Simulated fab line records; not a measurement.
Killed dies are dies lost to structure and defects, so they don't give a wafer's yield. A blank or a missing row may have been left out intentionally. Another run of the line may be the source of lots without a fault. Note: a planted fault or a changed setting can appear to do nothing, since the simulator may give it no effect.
Comparing a struck lot with a sound one -- flow sky130 -- 22 steps out of a route of 708
Sound: wafers L705.1, L705.4, L705.6. The struck wafers were L715.1, L715.3, L715.5. At the end, the cause is stated.
Each step with rows lists, per side, the tool, then ch with its chambers, then its first start. Under that, the readings that differ: sound wafers -- struck wafers -- difference of the means -- sigmas: that difference in standard deviations of wafers without a fault.
alike: readings with means less than 2 such deviations apart, plus words and numbers identical on both sides. not compared: withheld readings, readings lacking a value on some wafer, bounds such as >300 that could conceal the same value, and numbers that have no deviation in the record and whose values overlap.
A row with sigmas, a row that says differs or no value, or rows on one side alone: a step with any of these is where the two part. Numbers that have no deviation but don't overlap get no sigmas and don't part them. Lack of a reading on every wafer of one side parts them only where that side has two or more wafers.

first, 4 steps without rows for these wafers: SKY_PWDE_SOFTBAKE_03; SKY_PWDE_EXPOSE_04 (exposes mask PWDEM, target cd 840 nm); SKY_PWDE_PEB_05; SKY_PWDE_DEVELOP_06 (develop time 60 s).
SKY_PWDE_OVL_MEAS_07:
  sound on overlay-01 at day 4 14:18; struck on overlay-01 at day 7 01:53
  alike: PWDE_OVL
then, 1 step without rows for these wafers: SKY_PWDE_IMPLANT_08.
SKY_PWDE_STRIP_09: strips in O2/N2.
  sound on plasma asher-04 ch 0,1, day 4 14:29; struck on plasma asher-04 ch 0,1, day 7 02:04
  alike: chamber pressure mTorr, drypump motor current A, oes product au, strip time to endpoint s
  not compared: rf hours counter h
SKY_PWDE_TW_MEAS_10:
  sound on film metro-04 at day 4 14:35; struck on film metro-03 at day 7 02:10
reading,sound,struck,difference,sigmas
PWDE_TW,376 377 377,368 370 370,-7,-2
then, 4 steps without rows for these wafers: SKY_NWELL_DEHYDRATE_03 (time 60 s); SKY_NWELL_HMDS_04 (prime time 60 s); SKY_NWELL_COAT_05 (resist thk 3000 nm); SKY_NWELL_SOFTBAKE_06.
SKY_NWELL_EXPOSE_07: exposes mask NWM, target cd 840 nm.
  sound on iline stepper-01 ch 0, day 4 23:15; struck on iline stepper-02 ch 0, day 7 12:18
reading,sound,struck,difference,sigmas
mask,NWM#0 NWM#0 NWM#0,HVTPM#0 HVTPM#0 HVTPM#0,differs,
  alike: focus offset nm
then, 2 steps without rows for these wafers: SKY_NWELL_PEB_08; SKY_NWELL_DEVELOP_09 (develop time 60 s).
SKY_NWELL_OVL_MEAS_10:
  sound on overlay-02 at day 5 07:17; struck on overlay-02 at day 7 21:49
reading,sound,struck,difference,sigmas
NWELL_00_OVL (nm),-2.2 -3.8 -2.6,- - -,no value on the struck wafers,
then, 3 steps without rows for these wafers: SKY_NWELL_IMPLANT_11; SKY_NWELL_IMPLANT_12; SKY_NWELL_IMPLANT_13.
SKY_NWELL_STRIP_14: strips in O2/N2.
  sound on plasma asher-01 ch 1, day 5 07:46; struck on plasma asher-01 ch 1, day 7 22:18
  alike: chamber pressure mTorr, drypump motor current A, oes product au, strip time to endpoint s
  not compared: rf hours counter h
SKY_NWELL_TW_MEAS_15:
  sound on film metro-01 at day 5 07:52; struck on film metro-01 at day 7 22:24
reading,sound,struck,difference,sigmas
NWELL_TW,1839 1845 1838,30 30 30,-1811,-99 or more
then, 1 step without rows for these wafers: SKY_NWELL_DEHYDRATE_16 (time 60 s).

WHERE THEY PART
At SKY_PWDE_TW_MEAS_10 first; at SKY_NWELL_TW_MEAS_15 last (within this record only).

WHY: the cause the simulator had injected
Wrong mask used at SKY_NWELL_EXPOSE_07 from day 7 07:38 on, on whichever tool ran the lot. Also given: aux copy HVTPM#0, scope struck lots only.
